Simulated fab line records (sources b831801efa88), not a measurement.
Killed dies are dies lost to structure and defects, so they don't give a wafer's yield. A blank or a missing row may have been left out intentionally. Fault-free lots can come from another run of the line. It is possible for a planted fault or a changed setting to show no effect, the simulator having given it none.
fab line records | flow sky130 | part 1 of 2: steps 1 to 23 of 32
record: lots: 5 | wafers: 15 | lastDay: 49
route steps=708 shown POLY_GATE@229 LDD_N@237 LDD_P@255
lots untouched by any fault: they come from a run of this same line in which no faults occurred
startH: the number of hours between the record's first day and the start of the first shown wafer of the lot | waitH: how many hours have passed since the lot's step before this one | " repeats the value in the row above | L1.1+2: a row that stands for several wafers | - value missing, or start not given | * or withheld: withheld | < > ~ a bound
route shown NAME@n: a module of which the file shows steps, and the number in the route of the first | usual: mean/standard deviation taken from wafers without a fault | same: alike in all rows | chamber/n: place in a boat | sites: the reading at each site | _std_site: standard deviation across them | _edge_site: outer sites' mean less inner sites' | radiusMm: how far each site lies from the wafer's centre | mask NAME#n: copy n | behind: tool/chamber where the wafer was last shaped | hold: why the lot was held/for how many hours/how that ended | device: the transistor (n, p or np) that didn't switch | end of line: the route-end tests of the same wafers | a step given without rows: its recipe and nothing more | killed: dies lost to structure and defects at the first sort, not the wafer's yield | map: the dies of a wafer, with x for killed, . for not killed, _ for no die there
set.NAME: the setting the step ran with; set.NAME@STEP: the setting that earlier step ran with | model.NAME: the simulator's own value behind a step, which no gauge read
lots at some steps of the route; a table a step, a row a wafer
services: a tool's chamber out of use, with start hour (startH, from the record's first day; less than 0 if before it), hours out, and reason
== steps ==
step: SKY_POLY_GATE_ETCH_15
recipe: chemistry: N2/H2 | target: BARC | ionEnergyEv: 200 | sourceW: 500 | biasW: 100 | pressureMtorr: 30.93 | n2FlowSccm: 100 | h2FlowSccm: 200 | stopOn: SiO2 | timeS: 118.5 | targetDepthA: 1100
usual: drypumpMotorCurrentA: 5.8/0.37 | oesProductAu: 0.716/0.0046 | throttleValvePct: 12.981/0.0085
lot.wafer | tool       | chamber | startH | waitH | drypumpMotorCurrentA | oesProductAu | rfHoursCounterH | throttleValvePct
L075.1    | rieDiel-03 | 1       | 377.14 | 0.0   | 5.9                  | 0.709        | 2               | 12.984
L075.2    | "          | 3       | "      | "     | 5.7                  | 0.718        | 113             | 12.975
L075.4    | "          | 0       | "      | "     | 6.2                  | 0.722        | 1               | 12.978
L077.1    | rieDiel-02 | 3       | 389.47 | 0.0   | 5.4                  | 0.718        | 100             | 12.994
L077.2    | "          | 1       | "      | "     | 6.0                  | 0.714        | 1               | 12.963
L077.3    | "          | 2       | "      | "     | 5.4                  | 0.714        | 4               | 12.988
L080.2    | rieDiel-01 | 1       | 416.76 | 0.0   | 6.2                  | 0.715        | 13              | 12.984
L080.4    | "          | 3       | "      | "     | 6.1                  | 0.716        | 3               | 12.992
L080.6    | "          | 0       | "      | "     | 6.2                  | 0.716        | -               | 12.983
L085.3    | rieDiel-02 | 1       | 470.27 | 0.0   | 6.0                  | 0.716        | 3               | 12.986
L085.4    | "          | 0       | "      | "     | 5.7                  | 0.716        | -               | 12.980
L085.5    | "          | 3       | "      | "     | 5.4                  | 0.714        | -               | 12.990
L091.2    | rieDiel-03 | 2       | 523.44 | 0.0   | 5.4                  | 0.708        | 9               | 12.982
L091.3    | "          | 1       | "      | "     | 5.9                  | 0.722        | 5               | 12.964
L091.4    | "          | 3       | "      | "     | 5.7                  | 0.721        | 1               | 12.984
step: SKY_POLY_GATE_ETCH_16
recipe: stopOn: poly-Si | chemistry: CH3F/O2 | target: Si3N4 | sourceW: 400 | biasW: 80 | pressureMtorr: 25 | ch3fFlowSccm: 40 | O2_flow_sccm: 30 | timeS: 147.5 | targetDepthA: 750
usual: drypumpMotorCurrentA: 5.8/0.38 | oesProductAu: 0.640/0.0049 | throttleValvePct: 10.536/0.0088
lot.wafer | tool       | chamber | startH | waitH | drypumpMotorCurrentA | oesProductAu | rfHoursCounterH | throttleValvePct
L075.1    | rieDiel-03 | 1       | 377.22 | 0.0   | 5.9                  | 0.650        | 2               | 10.543
L075.2    | "          | 3       | "      | "     | 5.7                  | 0.642        | 113             | 10.528
L075.4    | "          | 0       | "      | "     | 6.1                  | 0.639        | 1               | 10.528
L077.1    | rieDiel-02 | 3       | 389.55 | 0.0   | 5.4                  | 0.641        | 100             | 10.527
L077.2    | "          | 1       | "      | "     | 6.0                  | 0.642        | 1               | 10.535
L077.3    | "          | 2       | "      | "     | 5.4                  | 0.631        | 4               | 10.517
L080.2    | rieDiel-01 | 1       | 416.84 | 0.0   | 6.2                  | 0.640        | 13              | 10.547
L080.4    | "          | 3       | "      | "     | 6.2                  | 0.633        | 3               | 10.534
L080.6    | "          | 0       | "      | "     | 6.2                  | 0.644        | -               | 10.533
L085.3    | rieDiel-02 | 1       | 470.35 | 0.0   | 6.0                  | 0.643        | 3               | 10.535
L085.4    | "          | 0       | "      | "     | 5.7                  | 0.638        | -               | 10.532
L085.5    | "          | 3       | "      | "     | 5.4                  | 0.641        | -               | 10.542
L091.2    | rieDiel-03 | 2       | 523.52 | 0.0   | 5.3                  | 0.637        | 9               | 10.532
L091.3    | "          | 1       | "      | "     | 5.9                  | 0.636        | 5               | 10.529
L091.4    | "          | 3       | "      | "     | 5.7                  | 0.640        | 2               | 10.551
step: SKY_POLY_GATE_ETCH_17
recipe: targetDepthNm: 180 | stopOn: SiO2 | overEtchFrac: 0.56667 | chemistry: HBr/Cl2 | target: poly-Si | icpW: 400 | biasW: 100 | pressureMtorr: 10 | HBr_flow_sccm: 150 | Cl2_flow_sccm: 50 | timeS: 70.5
usual: drypumpMotorCurrentA: 5.84/0.27 | oesProductAu: 0.988/0.0077 | throttleValvePct: 33.685/0.0083
lot.wafer | tool     | chamber | startH | waitH | drypumpMotorCurrentA | oesProductAu | rfHoursCounterH | throttleValvePct
L075.1    | rieSi-02 | 0       | 377.32 | 0.0   | 6.03                 | 0.988        | 47              | 33.676
L075.2    | "        | 1       | "      | "     | 6.13                 | 0.999        | 40              | 33.691
L075.4    | "        | 2       | "      | "     | 5.86                 | 0.981        | 1               | 33.694
L077.1    | rieSi-01 | 1       | 389.65 | 0.0   | 5.89                 | 0.984        | 2               | 33.677
L077.2    | "        | 2       | "      | "     | 5.91                 | 0.989        | 62              | 33.683
L077.3    | "        | 3       | "      | "     | 5.75                 | 0.977        | 2               | 33.689
L080.2    | rieSi-01 | 1       | 416.94 | 0.0   | 5.85                 | 0.981        | 3               | 33.671
L080.4    | "        | 0       | "      | "     | 5.96                 | 0.981        | 6               | 33.681
L080.6    | "        | 3       | "      | "     | 5.79                 | 0.977        | -               | 33.679
L085.3    | rieSi-02 | 0       | 470.45 | 0.0   | 6.04                 | 0.993        | 47              | 33.670
L085.4    | "        | 2       | "      | "     | 5.86                 | 0.999        | 2               | 33.682
L085.5    | "        | 0       | "      | "     | 6.02                 | 0.994        | -               | 33.680
L091.2    | rieSi-01 | 1       | 523.62 | 0.0   | 5.88                 | 0.984        | 3               | 33.680
L091.3    | "        | 2       | "      | "     | 5.93                 | 0.997        | 0               | 33.682
L091.4    | "        | 0       | "      | "     | 5.96                 | 0.992        | 7               | 33.691
step: SKY_POLY_GATE_STRIP_18
recipe: chemistry: O2/N2 | powerW: 1400 | pressureMtorr: 1500 | platenTempC: withheld | o2FlowSccm: 3000 | n2FlowSccm: 300 | overashFraction: 0.5
usual: drypumpMotorCurrentA: 5.6/0.36 | oesProductAu: 0.360/0.0047 | stripTimeToEndpointS: 3.16/0.033
lot.wafer | tool           | chamber | startH | waitH | drypumpMotorCurrentA | oesProductAu | rfHoursCounterH | stripTimeToEndpointS
L075.1    | plasmaAsher-03 | 1       | 377.38 | 0.0   | 5.2                  | 0.352        | 22              | 3.14
L075.2    | "              | 0       | "      | "     | 5.9                  | 0.357        | 22              | 3.18
L075.4    | "              | 0       | "      | "     | 5.9                  | 0.367        | -               | 3.16
L077.1    | plasmaAsher-02 | 0       | 389.71 | 0.0   | 5.3                  | 0.363        | 70              | 3.15
L077.2    | "              | 1       | "      | "     | 5.4                  | 0.358        | 70              | 3.10
L077.3    | "              | 0       | "      | "     | 5.3                  | 0.363        | -               | 3.16
L080.2    | plasmaAsher-02 | 1       | 417.00 | 0.0   | 5.4                  | 0.360        | 72              | 3.11
L080.4    | "              | 1       | "      | "     | 5.4                  | 0.358        | -               | 3.18
L080.6    | "              | 0       | "      | "     | 5.3                  | 0.363        | -               | 3.12
L085.3    | plasmaAsher-02 | 1       | 470.54 | 0.1   | 5.4                  | 0.359        | -               | 3.13
L085.4    | "              | 0       | "      | "     | 5.3                  | 0.359        | -               | 3.10
L085.5    | "              | 0       | "      | "     | 5.3                  | 0.360        | -               | 3.18
L091.2    | plasmaAsher-01 | 0       | 523.67 | 0.0   | 5.4                  | 0.371        | 73              | 3.16
L091.3    | "              | 1       | "      | "     | 6.2                  | 0.358        | -               | 3.17
L091.4    | "              | 0       | "      | "     | 5.4                  | 0.355        | -               | 3.14
step: SKY_POLY_GATE_CLEAN_19
recipe: chemistry: SC1/SC2 | mix: 1:4:20 | tempC: 70 | timeS: 150 | dry: n2Spin
usual: tempC: 70.00/0.12
lot.wafer | tool        | chamber | startH | waitH | tempC
L075.1    | wetBench-04 | 0       | 377.48 | 0.1   | 69.74
L075.2    | "           | 0       | "      | "     | 69.78
L075.4    | "           | 0       | "      | "     | 69.85
L077.1    | wetBench-02 | 2       | 389.81 | 0.1   | 69.92
L077.2    | "           | 2       | "      | "     | 69.85
L077.3    | "           | 2       | "      | "     | 69.92
L080.2    | wetBench-01 | 3       | 417.10 | 0.1   | 69.83
L080.4    | "           | 3       | "      | "     | 70.04
L080.6    | "           | 3       | "      | "     | 70.06
L085.3    | wetBench-01 | 2       | 470.61 | 0.0   | 70.07
L085.4    | "           | 2       | "      | "     | 69.97
L085.5    | "           | 2       | "      | "     | 69.83
L091.2    | wetBench-02 | 3       | 523.77 | 0.1   | 70.10
L091.3    | "           | 3       | "      | "     | 70.12
L091.4    | "           | 3       | "      | "     | 70.27
step: SKY_POLY_GATE_OXIDATION_20
recipe: tempC: 850 | ambient: O2 | stabiliseS: 600 | purgeS: 300 | targetThkA: 40 | oxTimeS: 899
usual: oxTempC: 850.0/0.42 | tubeCenterTempC: 849.99/0.073
lot.wafer | tool       | chamber | startH | waitH | oxTempC | tubeCenterTempC
L075.1    | furnace-01 | 0       | 377.89 | 0.3   | 849.1   | 850.01
L075.2    | "          | 0       | "      | "     | 850.2   | 850
L075.4    | "          | 0       | "      | "     | 849.7   | 850.03
L077.1    | furnace-02 | 0       | 390.38 | 0.5   | 849.6   | 850
L077.2    | "          | 0       | "      | "     | 850.3   | 849.85
L077.3    | "          | 0       | "      | "     | 849.3   | 849.95
L080.2    | furnace-01 | 0       | 417.93 | 0.8   | 849.7   | 850.01
L080.4    | "          | 0       | "      | "     | 849.1   | 850.05
L080.6    | "          | 0       | "      | "     | 849.3   | 849.92
L085.3    | furnace-02 | 0       | 470.93 | 0.3   | 850.5   | 849.95
L085.4    | "          | 0       | "      | "     | 850.1   | 850.13
L085.5    | "          | 0       | "      | "     | 851.0   | 850.02
L091.2    | furnace-01 | 0       | 524.02 | 0.2   | 850.5   | 849.98
L091.3    | "          | 0       | "      | "     | 850.5   | 850.02
L091.4    | "          | 0       | "      | "     | 850.4   | 850.16
step: SKY_POLY_GATE_THK_MEAS_21
recipe: reads: SiO2_of_POLY_GATE_OXIDATION_20
usual: POLY_GATE_OXIDATION_THK: 3.98/0.089
lot.wafer | tool         | chamber | startH | waitH | POLY_GATE_OXIDATION_THK[nm]
L075.1    | filmMetro-01 | -       | 379.14 | 0.0   | 3.94
L075.2    | "            | -       | "      | "     | 3.97
L075.4    | "            | -       | "      | "     | 4.12
L077.1    | filmMetro-01 | -       | 391.63 | 0.0   | 4.10
L077.2    | "            | -       | "      | "     | 3.98
L077.3    | "            | -       | "      | "     | 4.03
L080.2    | filmMetro-04 | -       | 419.19 | 0.0   | 3.83
L080.4    | "            | -       | "      | "     | 3.84
L080.6    | "            | -       | "      | "     | 3.87
L085.3    | filmMetro-01 | -       | 472.20 | 0.0   | 3.87
L085.4    | "            | -       | "      | "     | 3.92
L085.5    | "            | -       | "      | "     | 3.99
L091.2    | filmMetro-04 | -       | 525.28 | 0.0   | 3.92
L091.3    | "            | -       | "      | "     | 3.86
L091.4    | "            | -       | "      | "     | 3.92
step: SKY_POLY_GATE_CD_MEAS_22
usual: cdNm: 150.2/2.1
lot.wafer | tool     | chamber | startH | waitH | cdNm
L075.1    | cdSem-01 | -       | 379.20 | 0.1   | 153.5
L075.2    | "        | -       | "      | "     | 151.9
L075.4    | "        | -       | "      | "     | 154.3
L077.1    | cdSem-02 | -       | 391.74 | 0.1   | 151.0
L077.2    | "        | -       | "      | "     | 152.3
L077.3    | "        | -       | "      | "     | 152.4
L080.2    | cdSem-02 | -       | 419.27 | 0.1   | 147.9
L080.4    | "        | -       | "      | "     | 150.6
L080.6    | "        | -       | "      | "     | 148.9
L085.3    | cdSem-01 | -       | 472.30 | 0.1   | 150.8
L085.4    | "        | -       | "      | "     | 152.6
L085.5    | "        | -       | "      | "     | 149.1
L091.2    | cdSem-02 | -       | 525.38 | 0.1   | 151.4
L091.3    | "        | -       | "      | "     | 146.9
L091.4    | "        | -       | "      | "     | 148.8
step: SKY_LDD_N_DEHYDRATE_00
recipe: tempC: 200 | timeS: 60
usual: exhaustPa: 45.1/0.93
lot.wafer | tool          | chamber | startH | waitH | exhaustPa
L075.1    | lithoTrack-04 | 0       | 393.05 | 13.8  | 46.2
L075.2    | "             | 0       | "      | "     | 45.0
L075.4    | "             | 0       | "      | "     | 45.3
L077.1    | lithoTrack-03 | 0       | 405.76 | 14.0  | 43.1
L077.2    | "             | 0       | "      | "     | 44.5
L077.3    | "             | 0       | "      | "     | 44.6
L080.2    | lithoTrack-04 | 0       | 433.58 | 14.3  | 46.0
L080.4    | "             | 0       | "      | "     | 46.6
L080.6    | "             | 0       | "      | "     | 44.7
L085.3    | lithoTrack-04 | 0       | 487.65 | 15.3  | 46.1
L085.4    | "             | 0       | "      | "     | 45.6
L085.5    | "             | 0       | "      | "     | 45.2
L091.2    | lithoTrack-04 | 0       | 539.58 | 14.2  | 45.2
L091.3    | "             | 0       | "      | "     | 44.7
L091.4    | "             | 0       | "      | "     | 45.8
step: SKY_LDD_N_HMDS_01
recipe: primeTimeS: 60 | primeTempC: 120
usual: exhaustPa: 45.1/0.96
same: primeTimeS: 60
lot.wafer | tool          | chamber | startH | waitH | exhaustPa
L075.1    | lithoTrack-04 | 0       | 393.20 | 0.1   | 47.1
L075.2    | "             | 0       | "      | "     | 46.3
L075.4    | "             | 0       | "      | "     | 45.5
L077.1    | lithoTrack-03 | 0       | 405.91 | 0.1   | 43.6
L077.2    | "             | 0       | "      | "     | 45.4
L077.3    | "             | 0       | "      | "     | 43.7
L080.2    | lithoTrack-04 | 0       | 433.73 | 0.1   | 44.2
L080.4    | "             | 0       | "      | "     | 45.9
L080.6    | "             | 0       | "      | "     | 45.2
L085.3    | lithoTrack-04 | 0       | 487.80 | 0.1   | 47.0
L085.4    | "             | 0       | "      | "     | 46.6
L085.5    | "             | 0       | "      | "     | 45.5
L091.2    | lithoTrack-04 | 0       | 539.73 | 0.1   | 47.1
L091.3    | "             | 0       | "      | "     | 46.8
L091.4    | "             | 0       | "      | "     | 45.4
step: SKY_LDD_N_COAT_02
recipe: resist: NOVOLAK | spinRpm: 3000 | resistThkNm: 300
usual: exhaustPa: 45.1/0.83
lot.wafer | tool          | chamber | startH | waitH | exhaustPa
L075.1    | lithoTrack-04 | 0       | 393.35 | 0.1   | 43.7
L075.2    | "             | 0       | "      | "     | 45.8
L075.4    | "             | 0       | "      | "     | 46.0
L077.1    | lithoTrack-03 | 0       | 406.06 | 0.1   | 46.2
L077.2    | "             | 0       | "      | "     | 45.8
L077.3    | "             | 0       | "      | "     | 45.6
L080.2    | lithoTrack-04 | 0       | 433.88 | 0.1   | 45.5
L080.4    | "             | 0       | "      | "     | 44.0
L080.6    | "             | 0       | "      | "     | 44.0
L085.3    | lithoTrack-04 | 0       | 487.95 | 0.1   | 45.9
L085.4    | "             | 0       | "      | "     | 44.3
L085.5    | "             | 0       | "      | "     | 45.9
L091.2    | lithoTrack-04 | 0       | 539.88 | 0.1   | 44.6
L091.3    | "             | 0       | "      | "     | 46.8
L091.4    | "             | 0       | "      | "     | 45.5
step: SKY_LDD_N_SOFTBAKE_03
recipe: tempC: 90 | timeS: 60 | resist: NOVOLAK
usual: exhaustPa: 44.7/1
lot.wafer | tool          | chamber | startH | waitH | exhaustPa
L075.1    | lithoTrack-04 | 0       | 393.50 | 0.1   | 45.7
L075.2    | "             | 0       | "      | "     | 45.2
L075.4    | "             | 0       | "      | "     | 45.0
L077.1    | lithoTrack-03 | 0       | 406.21 | 0.1   | 44.2
L077.2    | "             | 0       | "      | "     | 44.0
L077.3    | "             | 0       | "      | "     | 44.3
L080.2    | lithoTrack-04 | 0       | 434.03 | 0.1   | 44.3
L080.4    | "             | 0       | "      | "     | 43.8
L080.6    | "             | 0       | "      | "     | 44.3
L085.3    | lithoTrack-04 | 0       | 488.10 | 0.1   | 43.7
L085.4    | "             | 0       | "      | "     | 42.5
L085.5    | "             | 0       | "      | "     | 43.0
L091.2    | lithoTrack-04 | 0       | 540.03 | 0.1   | 44.0
L091.3    | "             | 0       | "      | "     | 44.1
L091.4    | "             | 0       | "      | "     | 44.2
step: SKY_LDD_N_EXPOSE_04
recipe: maskId: NTM | targetCdNm: 840 | na: 0.6 | sourceShape: conventional | sigmaOuter: 0.6 | doseMj: 110
usual: stageVelMmS: 500.02/0.27
lot.wafer | tool            | chamber | startH | waitH | mask  | stageVelMmS
L075.1    | ilineStepper-02 | 0       | -      | -     | NTM#0 | 499.56
L075.2    | "               | 0       | "      | "     | NTM#0 | 499.82
L075.4    | "               | 0       | "      | "     | NTM#0 | 499.97
L077.1    | ilineStepper-01 | 0       | -      | -     | NTM#0 | 500.01
L077.2    | "               | 0       | "      | "     | NTM#0 | 500.12
L077.3    | "               | 0       | "      | "     | NTM#0 | 500.10
L080.2    | ilineStepper-02 | 0       | -      | -     | NTM#0 | 499.98
L080.4    | "               | 0       | "      | "     | NTM#0 | 500.52
L080.6    | "               | 0       | "      | "     | NTM#0 | 500.50
L085.3    | ilineStepper-02 | 0       | -      | -     | NTM#0 | 499.96
L085.4    | "               | 0       | "      | "     | NTM#0 | 499.34
L085.5    | "               | 0       | "      | "     | NTM#0 | 500.22
L091.2    | ilineStepper-01 | 0       | -      | -     | NTM#0 | 500.19
L091.3    | "               | 0       | "      | "     | NTM#0 | 499.89
L091.4    | "               | 0       | "      | "     | NTM#0 | 500.06
step: SKY_LDD_N_PEB_05
recipe: tempC: withheld | timeS: * | resist: NOVOLAK
usual: exhaustPa: 45.0/0.71
lot.wafer | tool          | chamber | startH | waitH | exhaustPa
L075.1    | lithoTrack-04 | 0       | -      | -     | 46.4
L075.2    | "             | 0       | "      | "     | 44.4
L075.4    | "             | 0       | "      | "     | 46.9
L077.1    | lithoTrack-02 | 0       | -      | -     | 45.8
L077.2    | "             | 0       | "      | "     | 45.0
L077.3    | "             | 0       | "      | "     | 45.8
L080.2    | lithoTrack-03 | 0       | -      | -     | 45.5
L080.4    | "             | 0       | "      | "     | 44.9
L080.6    | "             | 0       | "      | "     | 44.2
L085.3    | lithoTrack-04 | 0       | -      | -     | 44.2
L085.4    | "             | 0       | "      | "     | 46.4
L085.5    | "             | 0       | "      | "     | 45.4
L091.2    | lithoTrack-02 | 0       | -      | -     | 44.5
L091.3    | "             | 0       | "      | "     | 44.6
L091.4    | "             | 0       | "      | "     | 44.2
step: SKY_LDD_N_DEVELOP_06
recipe: developTimeS: 60 | devTempC: 23
usual: exhaustPa: 45.0/0.85
same: developTimeS: 60
lot.wafer | tool          | chamber | startH | waitH | exhaustPa
L075.1    | lithoTrack-04 | 0       | 407.50 | 0.1   | 46.5
L075.2    | "             | 0       | "      | "     | 45.8
L075.4    | "             | 0       | "      | "     | 45.0
L077.1    | lithoTrack-02 | 0       | 421.73 | 0.1   | 46.4
L077.2    | "             | 0       | "      | "     | 45.3
L077.3    | "             | 0       | "      | "     | 46.1
L080.2    | lithoTrack-03 | 0       | 449.44 | 0.1   | 44.2
L080.4    | "             | 0       | "      | "     | 43.8
L080.6    | "             | 0       | "      | "     | 44.0
L085.3    | lithoTrack-04 | 0       | 502.45 | 0.1   | 44.2
L085.4    | "             | 0       | "      | "     | 43.2
L085.5    | "             | 0       | "      | "     | 44.1
L091.2    | lithoTrack-02 | 0       | 555.46 | 0.1   | 45.5
L091.3    | "             | 0       | "      | "     | 46.0
L091.4    | "             | 0       | "      | "     | 45.0
step: SKY_LDD_N_OVL_MEAS_07
usual: LDD_N_OVL: -1.1/1.3
lot.wafer | tool       | chamber | startH | waitH | LDD_N_OVL[nm]
L075.1    | overlay-02 | -       | 407.65 | 0.1   | 1.6
L075.2    | "          | -       | "      | "     | -1.1
L075.4    | "          | -       | "      | "     | -1.0
L077.1    | overlay-02 | -       | 421.88 | 0.1   | -1.1
L077.2    | "          | -       | "      | "     | -1.0
L077.3    | "          | -       | "      | "     | -1.1
L080.2    | overlay-01 | -       | 449.57 | 0.1   | 0.9
L080.4    | "          | -       | "      | "     | -2.4
L080.6    | "          | -       | "      | "     | -0.7
L085.3    | overlay-02 | -       | 502.56 | 0.1   | -0.5
L085.4    | "          | -       | "      | "     | -1.9
L085.5    | "          | -       | "      | "     | -1.8
L091.2    | overlay-01 | -       | 555.59 | 0.1   | -1.4
L091.3    | "          | -       | "      | "     | -3.1
L091.4    | "          | -       | "      | "     | -1.0
step: SKY_LDD_N_IMPLANT_08
recipe: species: As | energyKev: 20 | doseCm2: 7.5e+13 | tiltDeg: withheld | rotationDeg: 23
usual: beamEnergyKeV: 19.999/0.0057
same: implantIonAmu: 75
lot.wafer | tool         | chamber | startH | waitH | beamEnergyKeV
L075.1    | implanter-02 | 0       | 407.69 | 0.0   | 20.006
L075.2    | "            | 0       | "      | "     | 19.999
L075.4    | "            | 0       | "      | "     | 19.996
L077.1    | implanter-04 | 0       | 421.92 | 0.0   | 20.005
L077.2    | "            | 0       | "      | "     | 20.001
L077.3    | "            | 0       | "      | "     | 20.005
L080.2    | implanter-01 | 0       | 449.63 | 0.0   | 19.994
L080.4    | "            | 0       | "      | "     | 19.997
L080.6    | "            | 0       | "      | "     | 20.003
L085.3    | implanter-04 | 0       | 502.64 | 0.1   | 19.994
L085.4    | "            | 0       | "      | "     | 20.000
L085.5    | "            | 0       | "      | "     | 19.992
L091.2    | implanter-02 | 0       | 555.64 | 0.0   | 19.998
L091.3    | "            | 0       | "      | "     | 19.990
L091.4    | "            | 0       | "      | "     | 20.003
step: SKY_LDD_N_IMPLANT_09
recipe: species: As | energyKev: 20 | doseCm2: 7.5e+13 | tiltDeg: withheld | rotationDeg: 113
usual: beamEnergyKeV: 20.002/0.0063
same: implantIonAmu: 75
lot.wafer | tool         | chamber | startH | waitH | beamEnergyKeV
L075.1    | implanter-02 | 0       | 407.84 | 0.1   | 20.007
L075.2    | "            | 0       | "      | "     | 20.003
L075.4    | "            | 0       | "      | "     | 20.002
L077.1    | implanter-04 | 0       | 422.07 | 0.1   | 19.994
L077.2    | "            | 0       | "      | "     | 20.000
L077.3    | "            | 0       | "      | "     | 20.001
L080.2    | implanter-01 | 0       | 449.78 | 0.1   | 20.020
L080.4    | "            | 0       | "      | "     | 20.013
L080.6    | "            | 0       | "      | "     | 20.001
L085.3    | implanter-04 | 0       | 502.79 | 0.1   | 19.997
L085.4    | "            | 0       | "      | "     | 19.999
L085.5    | "            | 0       | "      | "     | 19.998
L091.2    | implanter-02 | 0       | 555.79 | 0.1   | 19.996
L091.3    | "            | 0       | "      | "     | 20.002
L091.4    | "            | 0       | "      | "     | 19.996
step: SKY_LDD_N_IMPLANT_10
recipe: species: As | energyKev: 20 | doseCm2: 7.5e+13 | tiltDeg: withheld | rotationDeg: 203
usual: beamEnergyKeV: 20.002/0.0064
same: implantIonAmu: 75
lot.wafer | tool         | chamber | startH | waitH | beamEnergyKeV
L075.1    | implanter-02 | 0       | 407.99 | 0.1   | 20.020
L075.2    | "            | 0       | "      | "     | 20.018
L075.4    | "            | 0       | "      | "     | 20.008
L077.1    | implanter-04 | 0       | 422.22 | 0.1   | 19.992
L077.2    | "            | 0       | "      | "     | 19.996
L077.3    | "            | 0       | "      | "     | 19.999
L080.2    | implanter-01 | 0       | 449.93 | 0.1   | 20.001
L080.4    | "            | 0       | "      | "     | 19.996
L080.6    | "            | 0       | "      | "     | 19.994
L085.3    | implanter-04 | 0       | 502.94 | 0.1   | 20.006
L085.4    | "            | 0       | "      | "     | 20.004
L085.5    | "            | 0       | "      | "     | 20.011
L091.2    | implanter-02 | 0       | 555.94 | 0.1   | 19.996
L091.3    | "            | 0       | "      | "     | 20.002
L091.4    | "            | 0       | "      | "     | 19.993
step: SKY_LDD_N_IMPLANT_11
recipe: species: As | energyKev: 20 | doseCm2: 7.5e+13 | tiltDeg: withheld | rotationDeg: 293
usual: beamEnergyKeV: 20.001/0.0063
same: implantIonAmu: 75
lot.wafer | tool         | chamber | startH | waitH | beamEnergyKeV
L075.1    | implanter-02 | 0       | 408.14 | 0.1   | 20.006
L075.2    | "            | 0       | "      | "     | 20.002
L075.4    | "            | 0       | "      | "     | 20.004
L077.1    | implanter-04 | 0       | 422.37 | 0.1   | 19.994
L077.2    | "            | 0       | "      | "     | 19.992
L077.3    | "            | 0       | "      | "     | 19.996
L080.2    | implanter-01 | 0       | 450.08 | 0.1   | 20.005
L080.4    | "            | 0       | "      | "     | 20.017
L080.6    | "            | 0       | "      | "     | 19.995
L085.3    | implanter-04 | 0       | 503.09 | 0.1   | 19.999
L085.4    | "            | 0       | "      | "     | 20.002
L085.5    | "            | 0       | "      | "     | 19.996
L091.2    | implanter-02 | 0       | 556.09 | 0.1   | 19.998
L091.3    | "            | 0       | "      | "     | 19.997
L091.4    | "            | 0       | "      | "     | 19.999
step: SKY_LDD_N_IMPLANT_12
recipe: species: BF2 | energyKev: 50 | doseCm2: 5e+12 | tiltDeg: 30 | rotationDeg: 0
usual: beamEnergyKeV: 50.001/0.016
same: implantIonAmu: 49
lot.wafer | tool         | chamber | startH | waitH | beamEnergyKeV
L075.1    | implanter-02 | 0       | 408.29 | 0.1   | 49.992
L075.2    | "            | 0       | "      | "     | 50.019
L075.4    | "            | 0       | "      | "     | 49.993
L077.1    | implanter-04 | 0       | 422.52 | 0.1   | 50.012
L077.2    | "            | 0       | "      | "     | 50.004
L077.3    | "            | 0       | "      | "     | 50.007
L080.2    | implanter-01 | 0       | 450.23 | 0.1   | 49.987
L080.4    | "            | 0       | "      | "     | 50.006
L080.6    | "            | 0       | "      | "     | 50.008
L085.3    | implanter-04 | 0       | 503.24 | 0.1   | 49.991
L085.4    | "            | 0       | "      | "     | 50.013
L085.5    | "            | 0       | "      | "     | 50.009
L091.2    | implanter-02 | 0       | 556.24 | 0.1   | 49.995
L091.3    | "            | 0       | "      | "     | 49.986
L091.4    | "            | 0       | "      | "     | 49.999
step: SKY_LDD_N_IMPLANT_13
recipe: species: BF2 | energyKev: 50 | doseCm2: 5e+12 | tiltDeg: 30 | rotationDeg: 90
usual: beamEnergyKeV: 50.000/0.016
same: implantIonAmu: 49
lot.wafer | tool         | chamber | startH | waitH | beamEnergyKeV
L075.1    | implanter-02 | 0       | 408.44 | 0.1   | 50.014
L075.2    | "            | 0       | "      | "     | 50.016
L075.4    | "            | 0       | "      | "     | 50.013
L077.1    | implanter-04 | 0       | 422.67 | 0.1   | 49.981
L077.2    | "            | 0       | "      | "     | 49.982
L077.3    | "            | 0       | "      | "     | 49.989
L080.2    | implanter-01 | 0       | 450.38 | 0.1   | 50.038
L080.4    | "            | 0       | "      | "     | 50.034
L080.6    | "            | 0       | "      | "     | 50.029
L085.3    | implanter-04 | 0       | 503.39 | 0.1   | 50.000
L085.4    | "            | 0       | "      | "     | 50.003
L085.5    | "            | 0       | "      | "     | 50.007
L091.2    | implanter-02 | 0       | 556.39 | 0.1   | 49.982
L091.3    | "            | 0       | "      | "     | 49.989
L091.4    | "            | 0       | "      | "     | 50.001
step: SKY_LDD_N_IMPLANT_14
recipe: species: BF2 | energyKev: 50 | doseCm2: 5e+12 | tiltDeg: 30 | rotationDeg: 180
usual: beamEnergyKeV: 49.999/0.016
same: implantIonAmu: 49
lot.wafer | tool         | chamber | startH | waitH | beamEnergyKeV
L075.1    | implanter-02 | 0       | 408.59 | 0.1   | 50.012
L075.2    | "            | 0       | "      | "     | 49.979
L075.4    | "            | 0       | "      | "     | 50.007
L077.1    | implanter-04 | 0       | 422.82 | 0.1   | 50.027
L077.2    | "            | 0       | "      | "     | 49.999
L077.3    | "            | 0       | "      | "     | 50.005
L080.2    | implanter-01 | 0       | 450.53 | 0.1   | 50.000
L080.4    | "            | 0       | "      | "     | 49.980
L080.6    | "            | 0       | "      | "     | 49.995
L085.3    | implanter-04 | 0       | 503.54 | 0.1   | 50.016
L085.4    | "            | 0       | "      | "     | 49.996
L085.5    | "            | 0       | "      | "     | 50.029
L091.2    | implanter-02 | 0       | 556.54 | 0.1   | 49.997
L091.3    | "            | 0       | "      | "     | 49.982
L091.4    | "            | 0       | "      | "     | 49.957
